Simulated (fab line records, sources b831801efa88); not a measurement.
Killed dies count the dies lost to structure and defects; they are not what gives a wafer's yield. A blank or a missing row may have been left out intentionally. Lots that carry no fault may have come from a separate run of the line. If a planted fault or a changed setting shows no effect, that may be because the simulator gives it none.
Chamber matching ; flow gf180mcu ; GF_V4_ETCH_16 on rie diel-04 has 4 sister chambers
The step etches BARC in N2/H2. 4 wafers are shown with their chamber, then 12 later ones without.

== WAFERS, EACH WITH ITS CHAMBER ==
wafer;chamber;drypump motor current A (A)
L085.1;3;4.9
L085.5;2;5.3
L087.2;1;5.3
L087.6;0;5.1

== WAFERS WHOSE CHAMBER IS MISSING ==
wafer;drypump motor current A (A)
L090.1;5.4
L090.4;5.3
L090.5;4.9
L093.2;5.3
L093.3;5.0
L093.4;4.9
L097.1;4.9
L097.2;5.0
L097.3;5.4
L097.4;5.3
L097.5;5.0
L097.6;5.3

== CHAMBER TAKEN BY EACH ==
wafer;from the rows above;in truth
L090.1;can't be placed: 1 or 2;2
L090.4;can't be placed: 1 or 2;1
L090.5;3;3
L093.2;can't be placed: 1 or 2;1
L093.3;can't be placed: 0 or 3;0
L093.4;3;3
L097.1;3;3
L097.2;can't be placed: 0 or 3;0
L097.3;can't be placed: 1 or 2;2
L097.4;can't be placed: 1 or 2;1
L097.5;can't be placed: 0 or 3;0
L097.6;can't be placed: 1 or 2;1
Placed correctly: 3 of 12. Can't be placed from these rows: 9 (the true chamber is among the candidates in 9). 0 placed wrongly.
How it was worked out, from the rows above alone: a wafer's distance from a chamber is the root of the sum, over the readings, of the square of ((its reading less the chamber's mean) divided by the reading's scatter). The wafer belongs to the nearest chamber; if the next one is less than 2 further off, it can't be placed. Each chamber's mean is taken over the wafers shown for it. The scatter: with one shown wafer a chamber, the root of the mean of the squares of how far each hidden wafer lies from its nearest shown one.
